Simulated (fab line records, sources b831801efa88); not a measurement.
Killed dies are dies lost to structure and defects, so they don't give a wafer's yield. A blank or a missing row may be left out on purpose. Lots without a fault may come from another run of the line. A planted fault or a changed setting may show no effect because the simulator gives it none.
A sampling plan put to the test | flow sky130 | one fab line, 34 faults that these records tell of, each judged on the records of the lots that it struck; 9 more are left out, because the records don't allow judging them
The plan is the line's own looks: the steps of the route at which a gauge or an inspection reads the wafer and doesn't change it. A look can be judged if struck wafers have a number there and the file gives its usual mean and standard deviation on fault-free wafers. Caught: at a look after the fault's first step, the mean of the struck wafers lies 4 or more of those standard deviations (sigma) from the usual mean. On the tool: the same test on the tool's own readings at the fault's steps. Another recipe on the struck wafers, or a record that is blank for them alone, also counts as caught.

THE FAULTS, as the simulator had put them in
1. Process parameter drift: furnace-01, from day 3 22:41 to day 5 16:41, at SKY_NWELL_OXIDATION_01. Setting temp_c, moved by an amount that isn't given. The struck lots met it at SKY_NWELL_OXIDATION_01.
2. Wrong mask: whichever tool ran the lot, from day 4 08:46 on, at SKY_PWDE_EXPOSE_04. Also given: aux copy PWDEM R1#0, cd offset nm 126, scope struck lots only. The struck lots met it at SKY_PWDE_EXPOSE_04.
3. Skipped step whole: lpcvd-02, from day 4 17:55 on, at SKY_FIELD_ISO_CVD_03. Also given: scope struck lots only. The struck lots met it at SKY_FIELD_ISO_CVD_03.
4. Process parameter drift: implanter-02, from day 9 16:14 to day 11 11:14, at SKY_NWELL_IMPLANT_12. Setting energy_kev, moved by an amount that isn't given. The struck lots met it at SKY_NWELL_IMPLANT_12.
5. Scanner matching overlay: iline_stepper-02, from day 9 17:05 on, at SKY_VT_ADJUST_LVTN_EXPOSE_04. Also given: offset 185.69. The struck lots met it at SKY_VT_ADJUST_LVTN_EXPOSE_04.
6. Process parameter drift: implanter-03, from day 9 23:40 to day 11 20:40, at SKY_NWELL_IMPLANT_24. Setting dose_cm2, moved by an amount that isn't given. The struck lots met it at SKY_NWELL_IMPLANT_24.
7. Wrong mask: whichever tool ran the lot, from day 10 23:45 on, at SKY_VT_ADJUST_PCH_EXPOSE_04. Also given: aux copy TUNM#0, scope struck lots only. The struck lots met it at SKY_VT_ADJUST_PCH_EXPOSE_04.
8. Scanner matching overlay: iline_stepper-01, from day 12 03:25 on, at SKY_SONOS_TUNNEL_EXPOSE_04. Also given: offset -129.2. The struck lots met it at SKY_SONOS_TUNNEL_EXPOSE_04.
9. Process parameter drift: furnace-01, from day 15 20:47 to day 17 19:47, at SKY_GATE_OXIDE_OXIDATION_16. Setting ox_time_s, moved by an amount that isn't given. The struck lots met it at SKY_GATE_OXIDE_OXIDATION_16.
10. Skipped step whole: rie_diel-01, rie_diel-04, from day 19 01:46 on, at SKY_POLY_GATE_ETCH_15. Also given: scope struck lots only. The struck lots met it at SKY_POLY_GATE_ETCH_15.
11. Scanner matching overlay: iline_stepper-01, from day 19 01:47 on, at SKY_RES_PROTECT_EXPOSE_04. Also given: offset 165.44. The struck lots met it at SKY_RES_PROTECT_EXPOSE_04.
12. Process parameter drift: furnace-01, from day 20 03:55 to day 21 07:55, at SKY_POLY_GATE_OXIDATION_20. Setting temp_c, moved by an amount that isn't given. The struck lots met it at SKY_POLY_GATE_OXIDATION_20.
13. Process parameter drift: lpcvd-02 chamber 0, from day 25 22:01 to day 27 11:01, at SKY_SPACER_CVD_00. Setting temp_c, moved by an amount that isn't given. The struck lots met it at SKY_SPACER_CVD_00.
14. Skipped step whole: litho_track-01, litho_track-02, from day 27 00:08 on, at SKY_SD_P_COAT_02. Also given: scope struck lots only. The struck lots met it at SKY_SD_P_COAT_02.
15. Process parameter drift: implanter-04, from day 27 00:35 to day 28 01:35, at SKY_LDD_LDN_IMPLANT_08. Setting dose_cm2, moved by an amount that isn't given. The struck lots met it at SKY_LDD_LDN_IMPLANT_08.
16. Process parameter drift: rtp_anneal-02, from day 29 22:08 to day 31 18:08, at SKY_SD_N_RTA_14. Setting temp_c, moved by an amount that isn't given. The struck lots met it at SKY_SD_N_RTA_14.
17. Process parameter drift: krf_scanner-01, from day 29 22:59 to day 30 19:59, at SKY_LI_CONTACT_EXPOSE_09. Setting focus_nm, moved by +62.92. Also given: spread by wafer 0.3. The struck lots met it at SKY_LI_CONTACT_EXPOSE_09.
18. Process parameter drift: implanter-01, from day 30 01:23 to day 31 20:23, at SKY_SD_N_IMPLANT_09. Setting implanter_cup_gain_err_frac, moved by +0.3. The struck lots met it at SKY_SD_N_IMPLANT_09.
19. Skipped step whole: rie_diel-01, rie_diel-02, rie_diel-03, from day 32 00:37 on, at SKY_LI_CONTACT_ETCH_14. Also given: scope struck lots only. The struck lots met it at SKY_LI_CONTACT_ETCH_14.
20. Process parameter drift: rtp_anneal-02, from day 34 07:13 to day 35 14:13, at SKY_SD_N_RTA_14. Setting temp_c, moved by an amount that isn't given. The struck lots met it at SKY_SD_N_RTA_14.
21. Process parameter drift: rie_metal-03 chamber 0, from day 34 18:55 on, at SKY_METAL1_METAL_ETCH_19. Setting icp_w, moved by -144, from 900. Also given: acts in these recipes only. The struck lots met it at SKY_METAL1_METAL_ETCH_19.
22. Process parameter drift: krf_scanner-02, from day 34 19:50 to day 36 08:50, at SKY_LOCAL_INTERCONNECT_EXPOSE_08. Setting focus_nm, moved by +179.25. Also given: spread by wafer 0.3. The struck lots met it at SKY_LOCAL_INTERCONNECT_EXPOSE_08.
23. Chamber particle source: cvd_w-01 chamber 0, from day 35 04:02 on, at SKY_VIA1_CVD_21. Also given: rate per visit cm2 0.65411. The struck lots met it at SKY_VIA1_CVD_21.
24. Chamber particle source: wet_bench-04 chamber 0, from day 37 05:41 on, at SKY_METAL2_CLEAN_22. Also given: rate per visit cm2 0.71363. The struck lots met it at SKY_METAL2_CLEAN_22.
25. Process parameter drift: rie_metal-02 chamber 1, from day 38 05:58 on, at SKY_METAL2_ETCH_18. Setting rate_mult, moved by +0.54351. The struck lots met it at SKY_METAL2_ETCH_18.
26. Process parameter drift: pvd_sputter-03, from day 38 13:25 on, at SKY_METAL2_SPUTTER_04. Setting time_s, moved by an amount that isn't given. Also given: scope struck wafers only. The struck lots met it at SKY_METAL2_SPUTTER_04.
27. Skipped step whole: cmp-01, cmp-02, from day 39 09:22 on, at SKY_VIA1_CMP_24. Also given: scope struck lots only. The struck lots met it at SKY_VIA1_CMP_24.
28. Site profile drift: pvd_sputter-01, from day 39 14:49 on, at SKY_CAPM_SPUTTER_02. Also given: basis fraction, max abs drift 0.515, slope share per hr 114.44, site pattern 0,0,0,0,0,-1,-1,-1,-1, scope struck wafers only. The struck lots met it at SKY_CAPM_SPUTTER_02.
29. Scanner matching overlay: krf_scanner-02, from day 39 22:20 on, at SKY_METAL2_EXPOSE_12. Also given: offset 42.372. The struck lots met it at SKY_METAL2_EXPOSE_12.
30. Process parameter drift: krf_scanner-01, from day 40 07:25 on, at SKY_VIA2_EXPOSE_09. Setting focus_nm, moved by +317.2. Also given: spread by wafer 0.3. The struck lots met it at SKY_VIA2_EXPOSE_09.
31. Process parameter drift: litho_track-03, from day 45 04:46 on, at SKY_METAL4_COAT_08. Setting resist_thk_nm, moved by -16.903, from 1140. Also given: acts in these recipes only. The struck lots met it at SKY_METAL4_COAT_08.
32. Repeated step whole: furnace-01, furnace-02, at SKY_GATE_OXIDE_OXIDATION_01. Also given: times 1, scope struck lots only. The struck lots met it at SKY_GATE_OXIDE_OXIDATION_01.
33. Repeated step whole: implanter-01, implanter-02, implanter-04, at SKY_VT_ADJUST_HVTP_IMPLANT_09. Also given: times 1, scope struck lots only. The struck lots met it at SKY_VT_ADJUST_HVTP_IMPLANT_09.
34. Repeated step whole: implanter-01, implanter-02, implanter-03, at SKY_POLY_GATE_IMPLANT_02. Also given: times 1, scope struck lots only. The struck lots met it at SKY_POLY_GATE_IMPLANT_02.

WHAT THE PLAN SAW
fault | on the tool itself                               | first look that catches it                      | reading, sigma                                      | median hours from its first step to that look | hours from the fault's start to the first struck lot there | judged looks passed uncaught
1     | tube_center_temp_C +99 or beyond sigma           | SKY_NWELL_THK_MEAS_02                           | NWELL_OXIDATION_THK +13                             | 1.4                                           | 5                                                          | 0
2     | no reading that can be judged                    | not the one look that can be judged after it    | -                                                   | -                                             | -                                                          | 1
3     | the tool's record is blank for the struck wafers | no look after it can be judged                  | -                                                   | -                                             | -                                                          | 0
4     | beam_energy_keV -99 or beyond sigma              | no look after it can be judged                  | -                                                   | -                                             | -                                                          | 0
5     | no reading that can be judged                    | SKY_VT_ADJUST_LVTN_OVL_MEAS_07                  | VT_ADJUST_LVTN_OVL +99 or beyond                    | 11.2                                          | 14                                                         | 0
6     | dose_ions_cm2 +99 or beyond sigma                | SKY_NWELL_TW_MEAS_26                            | NWELL_2_TW +6.8                                     | 0.2                                           | 11                                                         | 0
7     | no reading that can be judged                    | SKY_VT_ADJUST_PCH_TW_MEAS_10                    | VT_ADJUST_PCH_TW -99 or beyond                      | 11.4                                          | 14                                                         | 0
8     | no reading that can be judged                    | SKY_SONOS_TUNNEL_OVL_MEAS_08                    | SONOS_TUNNEL_OVL -79                                | 12.7                                          | 16                                                         | 0
9     | under 2 sigma                                    | no look after it can be judged                  | -                                                   | -                                             | -                                                          | 0
10    | the tool's record is blank for the struck wafers | no look after it can be judged                  | -                                                   | -                                             | -                                                          | 0
11    | no reading that can be judged                    | no look after it can be judged                  | -                                                   | -                                             | -                                                          | 0
12    | spike_tc_lower_C +21 sigma                       | SKY_POLY_GATE_THK_MEAS_21                       | POLY_GATE_OXIDATION_THK +17                         | 1.2                                           | 13                                                         | 0
13    | susceptor_temp_C -35 sigma                       | SKY_SPACER_THK_MEAS_01                          | SPACER_CVD_00_THK -25                               | 1.2                                           | 7                                                          | 0
14    | the tool's record is blank for the struck wafers | SKY_RES_XHIGH_TW_MEAS_09                        | RES_XHIGH_TW +99 or beyond                          | 43.9                                          | 53                                                         | 0
15    | dose_ions_cm2 -99 or beyond sigma                | SKY_LDD_LDN_TW_MEAS_13                          | LDD_LDN_TW -13                                      | 0.7                                           | 11                                                         | 0
16    | wafer_temp_C_max +39 sigma                       | SKY_SD_N_RS_MEAS_16                             | SD_N_RS -81                                         | 0.2                                           | 12                                                         | 0
17    | no reading that can be judged                    | none of the 2 looks that can be judged after it | strongest: cd_nm at SKY_LI_CONTACT_CD_MEAS_12, -2.6 | -                                             | -                                                          | 2
18    | faraday_current_uA +4.3 sigma                    | SKY_SD_N_RS_MEAS_16                             | SD_N_RS +22                                         | 0.7                                           | 12                                                         | 0
19    | the tool's record is blank for the struck wafers | no look after it can be judged                  | -                                                   | -                                             | -                                                          | 0
20    | wafer_temp_C_max +4.7 sigma                      | SKY_SD_N_RS_MEAS_17                             | SD_P_RS -8.7                                        | 0.3                                           | 7                                                          | 1
21    | rf_fwd_power_W -55 sigma                         | no look after it can be judged                  | -                                                   | -                                             | -                                                          | 0
22    | exposure_dose_mJ_cm2 -24 sigma                   | SKY_LOCAL_INTERCONNECT_CD_MEAS_11               | cd_nm -14                                           | 12.3                                          | 37                                                         | 0
23    | under 2 sigma                                    | none of the 3 looks that can be judged after it | -                                                   | -                                             | -                                                          | 3
24    | no reading that can be judged                    | not the one look that can be judged after it    | -                                                   | -                                             | -                                                          | 1
25    | under 2 sigma                                    | no look after it can be judged                  | -                                                   | -                                             | -                                                          | 0
26    | under 2 sigma                                    | none of the 4 looks that can be judged after it | -                                                   | -                                             | -                                                          | 4
27    | no reading that can be judged                    | no look after it can be judged                  | -                                                   | -                                             | -                                                          | 0
28    | under 2 sigma                                    | SKY_CAPM_RS_MEAS_03                             | CAPM_TIN_RS +43                                     | 0.1                                           | 9                                                          | 0
29    | under 2 sigma                                    | SKY_METAL2_OVL_MEAS_16                          | METAL2_OVL +6.5                                     | 11.9                                          | 19                                                         | 0
30    | exposure_dose_mJ_cm2 +71 sigma                   | SKY_VIA2_CD_MEAS_12                             | cd_nm -21                                           | 11.6                                          | 35                                                         | 0
31    | no reading that can be judged                    | none of the 2 looks that can be judged after it | -                                                   | -                                             | -                                                          | 2
32    | under 2 sigma                                    | SKY_GATE_OXIDE_THK_MEAS_02                      | GATE_OXIDE_OXIDATION_00_THK +25                     | 3.2                                           | -                                                          | 0
33    | under 2 sigma                                    | SKY_VT_ADJUST_HVTP_TW_MEAS_11                   | VT_ADJUST_HVTP_TW +41                               | 0.6                                           | -                                                          | 0
34    | under 2 sigma                                    | SKY_RES_PROTECT_TW_MEAS_08                      | POLY_GATE_TW +4.9                                   | 0.6                                           | -                                                          | 0
A dash: the fault isn't caught, or these records don't give the number.

Caught at a look: 19 of 34. Caught on the tool: 16 of 34. By one or the other: 24 of 34.
Caught on the tool alone: faults 3, 4, 10, 19, 21.
Caught at a look alone: faults 5, 7, 8, 28, 29, 32, 33, 34.
Caught by neither: faults 2, 9, 11, 17, 23, 24, 25, 26, 27, 31.

THINNER SAMPLING
If the look that catches a fault measured only every second or every third lot, by lot number, the first struck lot would be measured this late in the worst case:
fault | struck lots at that look, in order of time | every lot | every second lot | every third lot
1     | L231, L230                                 | 5 h       | 5 h              | may miss all 2
5     | L448, L449, L450, L451                     | 14 h      | 21 h             | 27 h
6     | L119, L120                                 | 11 h      | 17 h             | may miss all 2
7     | L740                                       | 14 h      | may miss it      | may miss it
8     | L789, L791, L793                           | 16 h      | may miss all 3   | 41 h
12    | L692, L693                                 | 13 h      | 15 h             | may miss all 2
13    | L458                                       | 7 h       | may miss it      | may miss it
14    | L261, L260                                 | 53 h      | 55 h             | may miss all 2
15    | L181, L182                                 | 11 h      | 18 h             | may miss all 2
16    | L342, L343                                 | 12 h      | 15 h             | may miss all 2
18    | L222, L225                                 | 12 h      | 24 h             | may miss all 2
20    | L399                                       | 7 h       | may miss it      | may miss it
22    | L728, L729                                 | 37 h      | 48 h             | may miss all 2
28    | L488, L492                                 | 9 h       | may miss all 2   | may miss all 2
29    | L573, L574                                 | 19 h      | 20 h             | may miss all 2
30    | L198, L200                                 | 35 h      | may miss all 2   | may miss all 2
Hours are from the fault's start to the first struck lot that is measured. The limit of 4 sigma was tested on all struck wafers together, so one lot alone may lie under it. Other struck lots may not be in these records.

THE LONGEST TIMED WAY FROM STEP TO LOOK
Fault 14: a median of 43.9 hours passes between SKY_SD_P_COAT_02 and SKY_RES_XHIGH_TW_MEAS_09. No look between them can be judged.
